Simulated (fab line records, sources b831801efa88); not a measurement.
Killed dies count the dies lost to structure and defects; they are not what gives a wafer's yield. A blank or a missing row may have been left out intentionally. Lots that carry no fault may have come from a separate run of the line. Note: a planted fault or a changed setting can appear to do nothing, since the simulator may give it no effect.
fab line records ; flow gf180mcu
record: lots: 6; wafers: 18; last-day: 34
route steps=602 shown M4@457
lots that met no fault: from a run of the same line without faults
start-h: hours from the record's first day to the start of the lot's first wafer shown ; wait-h: hours since the lot's step before ; " unchanged from the row above ; L1.1+2: one row covering several wafers at once ; - either no value or no given start ; * or withheld: withheld ; < > ~ a bound
route shown NAME@n: names a module that has steps shown in the file, with the first one's number in the route ; usual: mean and standard deviation over wafers with no fault ; same: alike in all rows ; chamber/n: place in a boat ; sites: the reading at each site ; _std_site: how widely they spread, as a standard deviation ; _edge_site: inner sites' mean taken away from outer sites' mean ; radius-mm: for every site, how far away it sits from the centre of the wafer ; mask NAME#n: copy n ; behind: tool/chamber where the wafer was last shaped ; hold: cause of the lot's hold/its duration in hours/its outcome ; device: transistor that didn't switch, given as n, p or np ; end of line: the route-end tests of the same wafers ; a step given without rows: its recipe and nothing more ; killed: dies lost to structure and defects at the first sort, not the wafer's yield ; map: a wafer's dies, marking killed ones x, the rest . and places with no die _
set.NAME: setting as actually run; set.NAME@STEP: the setting as run at that earlier step ; model.NAME: the simulator's own value behind a step, which no gauge read
lots at selected steps of the route; one table per step, one row per wafer
services: a tool's chamber out of use, with start hour (start-h, from the record's first day; less than 0 if before it), hours out, and reason
== steps ==
step: GF_M4_SPUTTER_01
recipe: material: TiN; target-thk-nm: 30; power-w: 6500; time-s: 25; chamber-pressure-pa: 0.4
usual: throttle-valve-pct: 29.9/1
lot.wafer;tool;chamber;start-h;wait-h;throttle-valve-pct
L271.2;pvd-sputter-02;-;581.34;0.1;29.1
L271.3;pvd-sputter-02;-;581.34;0.1;30.3
L271.5;pvd-sputter-02;-;581.34;0.1;29.0
L273.3;pvd-sputter-02;-;600.38;0.1;28.9
L273.4;pvd-sputter-02;-;600.38;0.1;30.0
L273.6;pvd-sputter-02;-;600.38;0.1;30.4
L274.1;pvd-sputter-01;-;613.48;0.1;30.0
L274.3;pvd-sputter-01;-;613.48;0.1;29.9
L274.5;pvd-sputter-01;-;613.48;0.1;29.6
L279.1;pvd-sputter-03;-;640.77;0.1;31.3
L279.2;pvd-sputter-03;-;640.77;0.1;30.4
L279.5;pvd-sputter-03;-;640.77;0.1;31.1
L282.2;pvd-sputter-01;-;664.30;0.1;29.7
L282.5;pvd-sputter-01;-;664.30;0.1;31.5
L282.6;pvd-sputter-01;-;664.30;0.1;29.8
L284.4;pvd-sputter-02;-;678.89;0.1;30.7
L284.5;pvd-sputter-02;-;678.89;0.1;30.3
L284.6;pvd-sputter-02;-;678.89;0.1;28.5
step: GF_M4_SPUTTER_02
recipe: material: AlCu; target-thk-nm: 450; power-w: 10600; time-s: 23.9; chamber-pressure-pa: 0.4
usual: throttle-valve-pct: 29.9/1
lot.wafer;tool;chamber;start-h;wait-h;throttle-valve-pct
L271.2;pvd-sputter-02;-;581.37;0.0;29.0
L271.3;pvd-sputter-02;-;581.37;0.0;30.3
L271.5;pvd-sputter-02;-;581.37;0.0;29.1
L273.3;pvd-sputter-02;-;600.41;0.0;29.0
L273.4;pvd-sputter-02;-;600.41;0.0;30.1
L273.6;pvd-sputter-02;-;600.41;0.0;30.3
L274.1;pvd-sputter-01;-;613.51;0.0;30.0
L274.3;pvd-sputter-01;-;613.51;0.0;29.8
L274.5;pvd-sputter-01;-;613.51;0.0;29.7
L279.1;pvd-sputter-03;-;640.80;0.0;31.0
L279.2;pvd-sputter-03;-;640.80;0.0;30.3
L279.5;pvd-sputter-03;-;640.80;0.0;31.2
L282.2;pvd-sputter-01;-;664.33;0.0;29.8
L282.5;pvd-sputter-01;-;664.33;0.0;31.4
L282.6;pvd-sputter-01;-;664.33;0.0;29.5
L284.4;pvd-sputter-02;-;678.92;0.0;30.6
L284.5;pvd-sputter-02;-;678.92;0.0;30.5
L284.6;pvd-sputter-02;-;678.92;0.0;28.9
step: GF_M4_SPUTTER_03
recipe: material: Ti; target-thk-nm: 10; substrate-temp-c: 300; chamber-pressure-pa: 0.3; power-w: 3000; time-s: 6.7
usual: throttle-valve-pct: 29.9/1
lot.wafer;tool;chamber;start-h;wait-h;throttle-valve-pct
L271.2;pvd-sputter-02;-;581.40;0.0;29.2
L271.3;pvd-sputter-02;-;581.40;0.0;30.2
L271.5;pvd-sputter-02;-;581.40;0.0;29.1
L273.3;pvd-sputter-02;-;600.44;0.0;29.1
L273.4;pvd-sputter-02;-;600.44;0.0;30.2
L273.6;pvd-sputter-02;-;600.44;0.0;30.5
L274.1;pvd-sputter-01;-;613.54;0.0;29.8
L274.3;pvd-sputter-01;-;613.54;0.0;29.8
L274.5;pvd-sputter-01;-;613.54;0.0;29.6
L279.1;pvd-sputter-03;-;640.83;0.0;31.1
L279.2;pvd-sputter-03;-;640.83;0.0;30.5
L279.5;pvd-sputter-03;-;640.83;0.0;31.1
L282.2;pvd-sputter-01;-;664.36;0.0;29.6
L282.5;pvd-sputter-01;-;664.36;0.0;31.4
L282.6;pvd-sputter-01;-;664.36;0.0;29.7
L284.4;pvd-sputter-02;-;678.95;0.0;30.4
L284.5;pvd-sputter-02;-;678.95;0.0;30.2
L284.6;pvd-sputter-02;-;678.95;0.0;28.9
step: GF_M4_SPUTTER_04
recipe: material: TiN; target-thk-nm: 50; power-w: 6500; time-s: 41.7; chamber-pressure-pa: 0.4
usual: throttle-valve-pct: 29.9/1
lot.wafer;tool;chamber;start-h;wait-h;throttle-valve-pct
L271.2;pvd-sputter-02;-;581.42;0.0;29.1
L271.3;pvd-sputter-02;-;581.42;0.0;30.2
L271.5;pvd-sputter-02;-;581.42;0.0;29.0
L273.3;pvd-sputter-02;-;600.46;0.0;29.2
L273.4;pvd-sputter-02;-;600.46;0.0;29.9
L273.6;pvd-sputter-02;-;600.46;0.0;30.4
L274.1;pvd-sputter-01;-;613.56;0.0;29.9
L274.3;pvd-sputter-01;-;613.56;0.0;30.0
L274.5;pvd-sputter-01;-;613.56;0.0;29.7
L279.1;pvd-sputter-03;-;640.85;0.0;31.2
L279.2;pvd-sputter-03;-;640.85;0.0;30.4
L279.5;pvd-sputter-03;-;640.85;0.0;31.0
L282.2;pvd-sputter-01;-;664.38;0.0;30.0
L282.5;pvd-sputter-01;-;664.38;0.0;31.4
L282.6;pvd-sputter-01;-;664.38;0.0;29.7
L284.4;pvd-sputter-02;-;678.97;0.0;30.5
L284.5;pvd-sputter-02;-;678.97;0.0;30.5
L284.6;pvd-sputter-02;-;678.97;0.0;29.1
step: GF_M4_RS_MEAS_05
recipe: thk-meas-gauge: four-point-probe; reads: TiN_of_M4_SPUTTER_04+Ti_of_M4_SPUTTER_03+AlCu_of_M4_SPUTTER_02+TiN_of_M4_SPUTTER_01+Ti_of_M4_SPUTTER_00
usual: M4_ALCU_RS: 0.0696/0.00091
lot.wafer;tool;chamber;start-h;wait-h;M4_ALCU_RS[ohm/sq]
L271.2;film-metro-01;-;581.48;0.0;0.0698
L271.3;film-metro-01;-;581.48;0.0;0.0689
L271.5;film-metro-01;-;581.48;0.0;0.0698
L273.3;film-metro-01;-;600.54;0.1;0.0682
L273.4;film-metro-01;-;600.54;0.1;0.0677
L273.6;film-metro-01;-;600.54;0.1;0.0690
L274.1;film-metro-02;-;613.60;0.0;0.0709
L274.3;film-metro-02;-;613.60;0.0;0.0710
L274.5;film-metro-02;-;613.60;0.0;0.0713
L279.1;film-metro-01;-;640.89;0.0;0.0698
L279.2;film-metro-01;-;640.89;0.0;0.0705
L279.5;film-metro-01;-;640.89;0.0;0.0687
L282.2;film-metro-02;-;664.44;0.0;0.0701
L282.5;film-metro-02;-;664.44;0.0;0.0714
L282.6;film-metro-02;-;664.44;0.0;0.0699
L284.4;film-metro-01;-;679.07;0.1;0.0704
L284.5;film-metro-01;-;679.07;0.1;0.0697
L284.6;film-metro-01;-;679.07;0.1;0.0696
step: GF_M4_THK_MEAS_06
recipe: thk-meas-gauge: xrf; reads: AlCu_of_M4_SPUTTER_02
usual: M4_ALCU_THK: 450/5.7
lot.wafer;tool;chamber;start-h;wait-h;M4_ALCU_THK[nm]
L271.2;film-metro-01;-;581.59;0.1;446
L271.3;film-metro-01;-;581.59;0.1;453
L271.5;film-metro-01;-;581.59;0.1;444
L273.3;film-metro-01;-;600.64;0.1;457
L273.4;film-metro-01;-;600.64;0.1;458
L273.6;film-metro-01;-;600.64;0.1;450
L274.1;film-metro-02;-;613.72;0.1;444
L274.3;film-metro-02;-;613.72;0.1;441
L274.5;film-metro-02;-;613.72;0.1;440
L279.1;film-metro-01;-;641.01;0.1;446
L279.2;film-metro-01;-;641.01;0.1;443
L279.5;film-metro-01;-;641.01;0.1;453
L282.2;film-metro-02;-;664.55;0.1;448
L282.5;film-metro-02;-;664.55;0.1;439
L282.6;film-metro-02;-;664.55;0.1;449
L284.4;film-metro-01;-;679.16;0.1;446
L284.5;film-metro-01;-;679.16;0.1;449
L284.6;film-metro-01;-;679.16;0.1;450
step: GF_M4_DEHYDRATE_07
recipe: temp-c: 200; time-s: 60
step: GF_M4_HMDS_08
recipe: prime-time-s: 60; prime-temp-c: 120
step: GF_M4_COAT_09
recipe: resist: KrF; spin-rpm: withheld; resist-thk-nm: 1000
step: GF_M4_SOFTBAKE_10
recipe: temp-c: 130; time-s: 60; resist: KrF
step: GF_M4_EXPOSE_11
recipe: mask-id: Metal4; target-cd-nm: 280; na: 0.68; source-shape: conventional; sigma-outer: 0.6; dose-mj: 28
step: GF_M4_PEB_12
recipe: peb-temp-c: 135; peb-time-s: 90; resist: KrF
step: GF_M4_DEVELOP_13
recipe: develop-time-s: 60; dev-temp-c: 21
usual: chill-plate-temp-C: 22.96/0.11; develop-time-s: 60/0
lot.wafer;tool;chamber;start-h;wait-h;chill-plate-temp-C;develop-time-s;model.KrF_of_M4_COAT_09.thk-nm
L271.2;litho-track-03;0;601.85;0.2;22.98;60;990.3
L271.3;litho-track-03;0;601.85;0.2;23.18;60;987.4
L271.5;litho-track-03;0;601.85;0.2;23.10;60;988.7
L273.3;litho-track-02;-;620.98;0.1;-;-;1001
L273.4;litho-track-02;-;620.98;0.1;-;-;1002
L273.6;litho-track-02;-;620.98;0.1;-;-;998.1
L274.1;litho-track-02;-;634.38;0.2;-;-;1001
L274.3;litho-track-02;-;634.38;0.2;-;-;1003
L274.5;litho-track-02;-;634.38;0.2;-;-;1003
L279.1;litho-track-02;0;660.33;0.2;22.78;60;988.8
L279.2;litho-track-02;0;660.33;0.2;22.82;60;989.5
L279.5;litho-track-02;0;660.33;0.2;22.91;60;990.9
L282.2;litho-track-01;0;683.60;0.2;23.06;60;986.8
L282.5;litho-track-01;0;683.60;0.2;22.97;60;989.2
L282.6;litho-track-01;0;683.60;0.2;22.86;60;990.8
L284.4;litho-track-02;0;696.90;0.1;22.90;60;988.1
L284.5;litho-track-02;0;696.90;0.1;22.94;60;989.2
L284.6;litho-track-02;0;696.90;0.1;22.89;60;987.5
step: GF_M4_CD_MEAS_14
recipe: target-cd-nm: 280
usual: cd-nm: 280.1/1
lot.wafer;tool;chamber;start-h;wait-h;cd-nm
L271.2;cd-sem-01;-;602.00;0.1;280.1
L271.3;cd-sem-01;-;602.00;0.1;278.6
L271.5;cd-sem-01;-;602.00;0.1;280.5
L273.3;cd-sem-02;-;621.12;0.1;-
L273.4;cd-sem-02;-;621.12;0.1;-
L273.6;cd-sem-02;-;621.12;0.1;-
L274.1;cd-sem-02;-;634.53;0.1;-
L274.3;cd-sem-02;-;634.53;0.1;-
L274.5;cd-sem-02;-;634.53;0.1;-
L279.1;cd-sem-02;-;660.48;0.1;279.9
L279.2;cd-sem-02;-;660.48;0.1;278.8
L279.5;cd-sem-02;-;660.48;0.1;279.1
L282.2;cd-sem-01;-;683.74;0.1;280.3
L282.5;cd-sem-01;-;683.74;0.1;281.8
L282.6;cd-sem-01;-;683.74;0.1;280.4
L284.4;cd-sem-02;-;697.04;0.1;280.3
L284.5;cd-sem-02;-;697.04;0.1;279.8
L284.6;cd-sem-02;-;697.04;0.1;280.4
== services ==
tool;chamber;start-h;hours;kind
pvd-sputter-01;3;595.63;-;consumable-replace:kit
pvd-sputter-01;3;595.63;18.0;scheduled-down
pvd-sputter-01;3;595.63;18.0;vent-cycle
pvd-sputter-02;3;601.46;-;consumable-replace:kit
pvd-sputter-02;3;601.46;18.0;scheduled-down
pvd-sputter-02;3;601.46;18.0;vent-cycle
pvd-sputter-01;-;639.09;2.1;repair
pvd-sputter-02;2;689.49;-;consumable-replace:kit
pvd-sputter-02;2;689.49;18.0;scheduled-down
pvd-sputter-02;2;689.49;18.0;vent-cycle
pvd-sputter-01;-;694.86;0.5;repair
== key ==
first-sign: step: GF_M4_DEVELOP_13; reading: tool-record; direction: missing
effect none on later readings
model-effect: step: GF_M4_DEVELOP_13; value: KrF_of_M4_COAT_09.thk-nm; without: 986.3; struck: 1001
met-at GF_M4_DEVELOP_13
struck-wafers L273.3,L273.4,L273.6,L274.1,L274.3,L274.5
later-rows-left-out L273.3,L273.4,L273.6,L274.1,L274.3,L274.5
sort-left-out L273.3,L273.4,L273.6,L274.1,L274.3,L274.5
fault: kind: skipped-step-whole; tool: litho-track-02; chamber: -; onset-h: 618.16; steps: GF_M4_DEVELOP_13; scope: struck-lots-only
sort-left-out: the simulated sort isn't trusted on such a fault, so these wafers' sort isn't shown, and their yield isn't known
later-rows-left-out: the simulator's readings of these wafers behind a module that went badly wrong aren't trusted and aren't shown, but for the sort
